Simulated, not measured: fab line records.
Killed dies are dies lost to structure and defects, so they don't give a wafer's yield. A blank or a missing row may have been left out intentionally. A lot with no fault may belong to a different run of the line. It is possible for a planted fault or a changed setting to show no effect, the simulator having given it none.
Which of the tools did it?    flow sky130    7 lots, 20 wafers sampled, at 4 steps of a route of 708

WHAT THE GAUGES SHOWED, per wafer
SKY_LDD_HVP_TW_MEAS_10.
lot   measured      on             LDD_HVP_TW
L159  day 22 07:42  film-metro-03  456.1 456.3 454.3
L161  day 23 10:14  film-metro-02  453.3 453.7 453.2
L165  day 24 11:46  film-metro-02  455.2 451.5 454.6
L167  day 25 03:40  film-metro-02  453.3 453.8 454.5
L170  day 26 07:42  film-metro-02  451.2 452.9 451.9
L172  day 27 05:40  film-metro-03  455.7 456.4 457.6
L176  day 28 13:52  film-metro-03  479.2 453.1

EACH LOT AND THE TOOL THAT RAN IT (in order: tool; ch and the chambers of the sampled wafers; start)
lot   SKY_VT_ADJUST_LVTN_STRIP_20           SKY_LDD_HVN_COAT_02                SKY_LDD_HVN_STRIP_09
L159  plasma-asher-02 ch 0,1, day 8 08:22   litho-track-04 ch 0, day 20 09:01  plasma-asher-02 ch 0,1, day 21 00:52
L161  plasma-asher-01 ch 0, day 8 19:19     litho-track-04 ch 0, day 21 11:44  plasma-asher-04 ch 0, day 22 03:03
L165  plasma-asher-02 ch 0,1, day 9 19:22   litho-track-04 ch 0, day 22 13:28  plasma-asher-03 ch 0, day 23 05:06
L167  plasma-asher-01 ch 0,1, day 10 10:21  litho-track-02 ch 0, day 23 07:26  plasma-asher-02 ch 0,1, day 23 22:46
L170  plasma-asher-01 ch 0,1, day 11 07:42  litho-track-04 ch 0, day 24 11:28  plasma-asher-02 ch 0,1, day 25 02:09
L172  plasma-asher-01 ch 0,1, day 12 00:52  litho-track-02 ch 0, day 25 09:41  plasma-asher-03 ch 0,1, day 26 00:57
L176  plasma-asher-02 ch 1, day 13 04:27    litho-track-04 ch 0, day 26 18:08  plasma-asher-04 ch 1, day 27 09:03
- SKY_VT_ADJUST_LVTN_STRIP_20: strips in O2/N2.
- SKY_LDD_HVN_COAT_02: resist thk 300 nm.
- SKY_LDD_HVN_STRIP_09: strips in O2/N2.

THE ANSWER, worked out from the rows above alone
Rule: the usual values come from the lots themselves. The widest of any qualifying gaps counts: lots, ordered by their means at a reading, are off when they make up no more than a third of the lots, leave a main group of 4 or more, and stand apart from it by 3 or more times the standard deviation of that group's means. A main group is skipped when, at the precision printed for the reading in the tables above, its means are all equal. A lot without any number at a reading at which 4 lots or more have one is off too. Where the step has rows for the other lots, those lots are counted as sound.
Off: L176, seen at SKY_LDD_HVP_TW_MEAS_10 (LDD_HVP_TW). Main group: mean 454.2, sd 1.5.
If a tool, at a process step before that reading, ran all the lots that are off and no sound lot after the first of them, it fits. The gauges at SKY_LDD_HVP_TW_MEAS_10 are tried like those tools. Can't be told from this: 4 tools fit, plasma-asher-02 at SKY_VT_ADJUST_LVTN_STRIP_20, litho-track-04 at SKY_LDD_HVN_COAT_02, plasma-asher-04 at SKY_LDD_HVN_STRIP_09, film-metro-03 at SKY_LDD_HVP_TW_MEAS_10.

WHAT THE SIMULATOR HAD INSERTED
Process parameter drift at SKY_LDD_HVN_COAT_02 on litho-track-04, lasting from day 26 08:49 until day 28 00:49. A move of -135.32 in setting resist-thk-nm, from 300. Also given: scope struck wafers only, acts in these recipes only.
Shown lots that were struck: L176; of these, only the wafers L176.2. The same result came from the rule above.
